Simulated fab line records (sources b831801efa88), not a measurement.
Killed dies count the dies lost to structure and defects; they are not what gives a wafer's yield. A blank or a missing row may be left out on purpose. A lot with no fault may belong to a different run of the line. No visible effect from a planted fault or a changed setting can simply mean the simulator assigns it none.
fab line records    flow sky130
[record] lots = 13  wafers = 39  last_day = 50
route steps=708 shown POLY_GATE@236 LDD_HVP@282 VIA1@482 VIA2@509
lots with no fault: from the same line, run without faults
start_h: hours from the record's opening day to when the first of the lot's shown wafers began    wait_h: hours elapsed since this lot's preceding step    " repeats the value in the row above    L1.1+2: a single row standing in for several wafers    - value missing, or start not given    * or withheld: withheld    < > ~ a bound
route shown NAME@n: names a module that has steps shown in the file, with the first one's number in the route    usual: mean and standard deviation over wafers with no fault    same: alike in all rows    chamber/n: place in a boat    sites: per-site readings    _std_site: how widely they spread, as a standard deviation    _edge_site: mean of outer sites minus mean of inner sites    radius_mm: for every site, how far away it sits from the centre of the wafer    mask NAME#n: copy n    behind: tool/chamber where the wafer was last shaped    hold: why the lot was held/for how many hours/how that ended    device: names the non-switching transistor (n, p or np)    end of line: tests run on the same wafers once the route is complete    for a step that has no rows: nothing shown but its recipe    killed: count of dies lost to structure and defects at first sort (not the wafer's yield)    map: the dies of a wafer, with x for killed, . for not killed, _ for no die there
set.NAME: the setting that was run; set.NAME@STEP: the one run at that earlier step    model.NAME: the simulator's own value behind a step, which no gauge read
route steps across a sampled set of lots; one table per step, one row per wafer
services: when a tool's chamber went out of use (start_h, in hours from the record's first day, below 0 if earlier), for how many hours, and the reason
[[steps]]
[step SKY_POLY_GATE_CD_MEAS_22]
[usual] cd_nm = 150/3.6
lot.wafer  tool       chamber  start_h  wait_h  cd_nm
L152.1     cd_sem-01  -        369.39   0.1     144
L152.2     "          -        "        "       144
L152.6     "          -        "        "       148
L153.2     cd_sem-01  -        379.32   0.1     147
L153.3     "          -        "        "       147
L153.6     "          -        "        "       146
L155.2     cd_sem-02  -        400.54   0.1     151
L155.4     "          -        "        "       150
L155.5     "          -        "        "       158
L156.1     cd_sem-01  -        403.26   0.1     154
L156.3     "          -        "        "       149
L156.5     "          -        "        "       149
L158.1     cd_sem-02  -        434.06   0.1     151
L158.3     "          -        "        "       152
L158.6     "          -        "        "       153
L161.1     cd_sem-02  -        457.95   0.1     150
L161.2     "          -        "        "       148
L161.6     "          -        "        "       149
L167.2     cd_sem-02  -        510.85   0.1     145
L167.3     "          -        "        "       145
L167.5     "          -        "        "       146
L168.1     cd_sem-02  -        518.57   0.1     148
L168.2     "          -        "        "       141
L168.5     "          -        "        "       146
L169.1     cd_sem-01  -        520.94   0.1     151
L169.2     "          -        "        "       152
L169.5     "          -        "        "       150
L170.1     cd_sem-02  -        533.38   0.1     153
L170.4     "          -        "        "       147
L170.6     "          -        "        "       143
L171.1     cd_sem-02  -        544.28   0.1     150
L171.2     "          -        "        "       147
L171.3     "          -        "        "       151
L172.1     cd_sem-02  -        548.41   0.1     150
L172.2     "          -        "        "       154
L172.6     "          -        "        "       156
L175.3     cd_sem-01  -        582.77   0.1     150
L175.4     "          -        "        "       155
L175.5     "          -        "        "       147
[step SKY_LDD_HVP_EXPOSE_04]
[recipe] mask_id = HVPTM  na = 0.6  source_shape = conventional  sigma_outer = 0.6  polarization = unpolarized  target_cd_nm = 700  dose_mj = 86
[same] na = 0.6
lot.wafer   tool              chamber  start_h  wait_h  mask
L152.1+2+6  iline_stepper-02  0        476.50   -       HVPTM#0
L153.2+3+6  iline_stepper-02  0        485.93   -       HVPTM#0
L155.2+4+5  iline_stepper-01  0        507.63   -       HVPTM#0
L156.1+3+5  iline_stepper-02  0        511.94   -       HVPTM#0
L158.1+3+6  iline_stepper-01  0        542.20   -       HVNTM#0
L161.1+2+6  iline_stepper-01  0        562.10   -       HVPTM#0
L167.2+3+5  iline_stepper-01  0        615.48   -       HVPTM#0
L168.1+2+5  iline_stepper-02  0        621.25   -       HVPTM#0
L169.1+2+5  iline_stepper-01  0        625.14   -       HVPTM#0
L170.1+4+6  iline_stepper-01  0        637.61   -       HVPTM#0
L171.1+2+3  iline_stepper-02  0        647.14   -       HVPTM#0
L172.1+2+6  iline_stepper-01  0        650.89   -       HVPTM#0
L175.3+4+5  iline_stepper-02  0        683.88   -       HVPTM#0
[step SKY_LDD_HVP_OVL_MEAS_07]
[usual] LDD_HVP_OVL = 0.0/1.3
lot.wafer  tool        chamber  start_h  wait_h  LDD_HVP_OVL[nm]
L152.1     overlay-01  -        491.62   0.1     0.8
L152.2     "           -        "        "       -0.8
L152.6     "           -        "        "       -1.7
L153.2     overlay-01  -        500.43   0.1     -0.9
L153.3     "           -        "        "       -0.3
L153.6     "           -        "        "       -0.4
L155.2     overlay-01  -        522.17   0.1     0.2
L155.4     "           -        "        "       0.2
L155.5     "           -        "        "       0.4
L156.1     overlay-01  -        525.72   0.1     -0.5
L156.3     "           -        "        "       0.1
L156.5     "           -        "        "       1.4
L158.1     overlay-01  -        556.42   0.1     -
L158.3     "           -        "        "       -
L158.6     "           -        "        "       -
L161.1     overlay-02  -        577.61   0.1     1.9
L161.2     "           -        "        "       1.3
L161.6     "           -        "        "       0.2
L167.2     overlay-02  -        629.92   0.1     -0.7
L167.3     "           -        "        "       1.8
L167.5     "           -        "        "       0.2
L168.1     overlay-01  -        636.42   0.1     -1.1
L168.2     "           -        "        "       -0.2
L168.5     "           -        "        "       0.3
L169.1     overlay-01  -        640.06   0.1     -0.3
L169.2     "           -        "        "       2.4
L169.5     "           -        "        "       0.2
L170.1     overlay-01  -        650.72   0.1     1.2
L170.4     "           -        "        "       0.9
L170.6     "           -        "        "       -0.5
L171.1     overlay-02  -        661.31   0.1     -0.8
L171.2     "           -        "        "       2.4
L171.3     "           -        "        "       1.0
L172.1     overlay-02  -        665.51   0.1     3.3
L172.2     "           -        "        "       -0.3
L172.6     "           -        "        "       -0.1
L175.3     overlay-01  -        698.63   0.1     0.2
L175.4     "           -        "        "       -1.9
L175.5     "           -        "        "       -1.4
[step SKY_LDD_HVP_TW_MEAS_10]
[usual] LDD_HVP_TW = 459/3.9
lot.wafer  tool           chamber  start_h  wait_h  LDD_HVP_TW
L152.1     film_metro-01  -        491.91   0.1     461
L152.2     "              -        "        "       461
L152.6     "              -        "        "       461
L153.2     film_metro-01  -        500.72   0.1     460
L153.3     "              -        "        "       462
L153.6     "              -        "        "       467
L155.2     film_metro-02  -        522.46   0.1     454
L155.4     "              -        "        "       452
L155.5     "              -        "        "       453
L156.1     film_metro-04  -        526.01   0.1     458
L156.3     "              -        "        "       458
L156.5     "              -        "        "       458
L158.1     film_metro-02  -        556.71   0.1     30
L158.3     "              -        "        "       30
L158.6     "              -        "        "       30
L161.1     film_metro-02  -        577.90   0.1     457
L161.2     "              -        "        "       457
L161.6     "              -        "        "       454
L167.2     film_metro-01  -        630.21   0.1     461
L167.3     "              -        "        "       462
L167.5     "              -        "        "       460
L168.1     film_metro-01  -        636.71   0.1     462
L168.2     "              -        "        "       459
L168.5     "              -        "        "       461
L169.1     film_metro-02  -        640.35   0.1     453
L169.2     "              -        "        "       454
L169.5     "              -        "        "       456
L170.1     film_metro-01  -        651.01   0.1     464
L170.4     "              -        "        "       466
L170.6     "              -        "        "       462
L171.1     film_metro-02  -        661.60   0.1     452
L171.2     "              -        "        "       453
L171.3     "              -        "        "       454
L172.1     film_metro-01  -        665.80   0.1     464
L172.2     "              -        "        "       460
L172.6     "              -        "        "       464
L175.3     film_metro-04  -        698.93   0.1     458
L175.4     "              -        "        "       459
L175.5     "              -        "        "       458
[step SKY_VIA1_CMP_24]
[recipe] stop_on = SiO2  t_overpolish_s = 15  down_force_psi = 3.5  platen_rpm = 60  target_thk_nm = 0  pad_velocity_m_s = 0.94248
[usual] motor_current_A = 10.5/1.1  overpolish_run_s = 15.000/0.009  time_to_endpoint_s = 63/4.5
lot.wafer  tool    chamber  start_h  wait_h  motor_current_A  overpolish_run_s  time_to_endpoint_s
L152.2     cmp-01  2        792.88   0.0     12.6             15.018            63
L152.1     "       1        "        "       10.0             15.007            67
L152.6     "       2        "        "       12.8             15.000            65
L153.3     cmp-02  0        797.69   0.1     12.7             14.999            55
L153.2     "       1        "        "       10.8             14.980            63
L153.6     "       3        "        "       9.4              14.993            68
L155.2     cmp-01  3        817.87   0.1     11.1             14.991            62
L155.4     "       0        "        "       9.3              14.995            60
L155.5     "       1        "        "       10.3             14.997            64
L156.1     cmp-01  0        824.67   0.1     9.6              14.997            58
L156.3     "       3        "        "       10.9             14.999            59
L156.5     "       0        "        "       9.8              14.997            58
L158.1     cmp-01  1        852.18   0.1     10.0             15.004            62
L158.3     "       3        "        "       12.1             15.014            60
L158.6     "       0        "        "       9.5              14.992            56
L161.1     cmp-01  1        864.90   0.1     10.5             14.985            65
L161.2     "       2        "        "       12.5             15.007            62
L161.6     "       0        "        "       9.4              15.011            57
L167.2     cmp-02  1        912.63   0.1     10.5             15.006            67
L167.3     "       2        "        "       9.6              14.993            67
L167.5     "       3        "        "       9.2              15.012            70
L168.2     cmp-02  3        918.14   0.0     9.0              15.012            64
L168.1     "       0        "        "       11.9             14.993            59
L168.5     "       3        "        "       9.1              14.995            69
L169.1     cmp-02  1        921.90   0.1     10.6             15.003            67
L169.2     "       3        "        "       9.0              15.003            70
L169.5     "       2        "        "       10.1             15.007            69
L170.4     cmp-02  2        933.09   0.0     9.5              14.997            67
L170.1     "       0        "        "       12.0             15.002            62
L170.6     "       2        "        "       9.6              15.006            65
L171.2     cmp-02  0        941.60   0.0     12.1             15.007            59
L171.3     "       1        "        "       10.3             15.005            63
L171.1     "       3        "        "       8.7              14.992            70
L172.2     cmp-02  1        944.79   0.0     10.8             15.009            66
L172.1     "       2        "        "       9.9              14.998            65
L172.6     "       1        "        "       10.9             14.989            59
L175.3     cmp-02  2        974.39   0.1     10.1             14.982            65
L175.4     "       0        "        "       12.8             15.002            56
L175.5     "       2        "        "       10.0             15.007            65
[step SKY_VIA2_CMP_02]
[recipe] material = SiO2  down_force_psi = 4  platen_rpm = 60  pad_velocity_m_s = 0.94248
[usual] motor_current_A = 11.7/1.3
lot.wafer  tool    chamber  start_h  wait_h  motor_current_A
L152.2     cmp-02  0        821.18   0.0     13.2
L152.1     "       1        "        "       10.9
L152.6     "       1        "        "       10.9
L153.3     cmp-01  3        826.42   0.1     12.1
L153.2     "       0        "        "       10.2
L153.6     "       2        "        "       13.4
L155.2     cmp-01  2        845.39   0.1     12.7
L155.4     "       0        "        "       10.0
L155.5     "       2        "        "       14.1
L156.1     cmp-02  0        852.40   0.1     12.8
L156.3     "       1        "        "       11.7
L156.5     "       0        "        "       13.3
L158.3     cmp-01  0        880.59   0.1     10.2
L158.1     "       1        "        "       11.2
L158.6     "       2        "        "       12.9
L161.1     cmp-01  3        892.84   0.1     12.3
L161.2     "       0        "        "       9.9
L161.6     "       2        "        "       13.6
L167.2     cmp-02  0        939.93   0.0     13.1
L167.3     "       3        "        "       10.0
L167.5     "       1        "        "       11.3
L168.2     cmp-01  2        944.83   0.1     14.2
L168.1     "       0        "        "       10.2
L168.5     "       2        "        "       13.5
L169.2     cmp-02  2        948.24   0.0     11.1
L169.1     "       3        "        "       10.5
L169.5     "       2        "        "       11.0
L170.4     cmp-02  3        959.56   0.1     9.9
L170.1     "       1        "        "       11.2
L170.6     "       2        "        "       10.3
L171.3     cmp-01  3        967.39   0.0     12.4
L171.1     "       0        "        "       10.3
L171.2     "       1        "        "       11.5
L172.1     cmp-02  3        970.95   0.1     10.1
L172.2     "       2        "        "       11.0
L172.6     "       3        "        "       10.4
L175.4     cmp-01  2        999.69   0.0     12.9
L175.3     "       1        "        "       12.0
L175.5     "       2        "        "       13.2
[[services]]
tool    chamber  start_h  hours  kind
cmp-02  -        454.26   18.8   pm
cmp-01  -        466.09   1.7    repair
cmp-01  -        484.22   6.3    repair
cmp-02  -        490.48   4.1    pm
cmp-02  -        493.63   5.6    repair
cmp-01  -        506.77   1.2    repair
cmp-02  -        528.95   1.3    repair
cmp-01  -        542.88   6.4    repair
cmp-02  -        554.02   1.0    repair
cmp-01  -        572.00   4.0    pm
cmp-01  -        592.25   10.4   pm
cmp-02  -        602.69   5.8    pm
cmp-01  -        603.51   0.3    repair
cmp-02  -        609.15   0.7    repair
cmp-02  -        609.99   4.5    repair
cmp-02  -        613.97   1.9    repair
cmp-01  -        636.81   2.9    repair
cmp-02  -        651.52   4.5    repair
cmp-02  -        744.00   4.0    pm
cmp-02  -        854.05   4.4    pm
cmp-02  -        967.68   1.8    repair
cmp-02  -        980.76   1.5    repair
cmp-02  -        985.39   1.1    repair
cmp-02  -        990.02   0.4    repair
[[key]]
[first_sign] step = SKY_LDD_HVP_EXPOSE_04  reading = mask  direction = changed
[effect] step = SKY_LDD_HVP_OVL_MEAS_07  reading = LDD_HVP_OVL  direction = missing
[effect] step = SKY_LDD_HVP_TW_MEAS_10  reading = LDD_HVP_TW  direction = down  sigmas = 99+  usual = 459  struck = 30
met_at SKY_LDD_HVP_EXPOSE_04
struck_lots L158
sort_left_out L158.1,L158.3,L158.6
tester_left_out L158
not_acting_at SKY_POLY_GATE_CD_MEAS_22,SKY_VIA1_CMP_24,SKY_VIA2_CMP_02
onset_between 507.63 542.20
[fault] kind = wrong_mask  tool = any  chamber = -  onset_h = 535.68  steps = SKY_LDD_HVP_EXPOSE_04  aux_copy = HVNTM#0  scope = struck_lots_only
// tester_left_out: of these lots the tester's yield and bins aren't shown, on N5 and GAA mostly nor the transistor test; their killed dies are dies lost to structure and defects alone, not to doping, threshold or leakage, so they don't give the yield
// sort_left_out: the simulated sort isn't trusted on such a fault, so these wafers' sort isn't shown, and their yield isn't known
